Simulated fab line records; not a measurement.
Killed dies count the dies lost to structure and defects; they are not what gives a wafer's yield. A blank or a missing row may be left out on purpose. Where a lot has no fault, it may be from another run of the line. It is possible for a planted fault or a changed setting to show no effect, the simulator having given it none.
Problem report in the 8D (eight disciplines) form, filled by code + flow sky130 + the parts of the form that need people (team, actions taken, sign-off) are left out

== 1. THE PROBLEM ==
SKY_FIELD_ISO_CMP_27, time to endpoint s: mean 59 s over 1 wafer from 1 lot; wafers with no fault: 111 s, standard deviation 5.6. Relative to the usual mean, that is a shift of -9.3 standard deviations.
The step: polishes, stops on Si3N4, t overpolish 16 s, target thk 457.8 nm.
Seen first at day 6 06:24 on cmp-01, wafer L721.4. The record has a number at this step for 36 wafers belonging to 12 lots. Rule for "out" (also "out of limits"): further than 4 standard deviations from the usual mean. All remaining wafers that have a number are taken as sound.

== 2. WHAT THIS IS AND IS NOT ==
| question                    | is                 | is not                                                                          |
|-----------------------------|--------------------|---------------------------------------------------------------------------------|
| which readings at this step | time to endpoint s | motor current A, overpolish run s                                               |
| which lots                  | L721               | L704, L706, L709, L710, L712, L715, L716, L719, L724, L725, L726                |
| which wafers of those lots  | L721.4             | L721.2, L721.3                                                                  |
| read on which tools         | cmp-01             | cmp-02                                                                          |
| when                        | from day 6 06:24   | up to then (26 sound wafers); but 9 sound wafers of L724, L725, L726 came after |

== 3. THE SUSPECTS, EACH WITH WHAT RULES IT OUT ==
Counting: a tool at a process step up to the reading stays a suspect if it ran every lot that is out. Sound lots after the first of them don't rule it out here, since some wafers of a struck lot are sound.
- rie diel-03 at SKY_FIELD_ISO_ETCH_15 (etches the open film in CHF3/O2, stops on Si, target depth 180 nm, time 72 s): kept. It ran the lot that is out, L721 (day 6 02:24); its last sound lot up to then is L716 (day 5 01:17).
- cmp-01 at SKY_FIELD_ISO_CMP_27 (polishes, stops on Si3N4, t overpolish 16 s, target thk 457.8 nm): kept. It ran the lot that is out, L721 (day 6 06:24); its last sound lot up to then is L712 (day 4 11:20). Out on those wafers are its own readings of time to endpoint s.
- In rie diel-03 at SKY_FIELD_ISO_ETCH_15, the wafers that are out were processed in chamber 0 and their sound lot-mates in chambers 2, 3.
- In cmp-01 at SKY_FIELD_ISO_CMP_27, the wafers that are out were processed in chamber 2 and their sound lot-mates in chambers 1, 3.
The count leaves cmp-01 at SKY_FIELD_ISO_CMP_27 and rie diel-03 at SKY_FIELD_ISO_ETCH_15.

== 4. THE CAUSE (what the simulator had put in) ==
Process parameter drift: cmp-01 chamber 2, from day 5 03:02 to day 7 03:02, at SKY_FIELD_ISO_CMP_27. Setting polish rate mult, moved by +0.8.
2 suspects survive the count, and this tool is in that group.

== 5. THE CHAIN OF EFFECTS, in route order ==
Rows list readings where the struck wafers' mean (over those with a number) sits beyond 3 standard deviations from the usual. Only readings whose record carries a usual standard deviation are examined. hours: median over the lots of the time between each lot's start at the first step of this table that gives one and its start at this step. sigmas: the change, counted in usual standard deviations.
| hours | step                 | reading            | usual | on struck wafers | change | sigmas |
|-------|----------------------|--------------------|-------|------------------|--------|--------|
| 0     | SKY_FIELD_ISO_CMP_27 | time to endpoint s | 111 s | 59               | -52    | -9.3   |
It contains these process steps:
- SKY_FIELD_ISO_CMP_27: polishes, stops on Si3N4, t overpolish 16 s, target thk 457.8 nm.

== 6. HOW IT WOULD HAVE BEEN CAUGHT EARLIER ==
27 hours passed between the start of the fault at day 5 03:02 and the first reading out of limits in this record, taken at day 6 06:24.
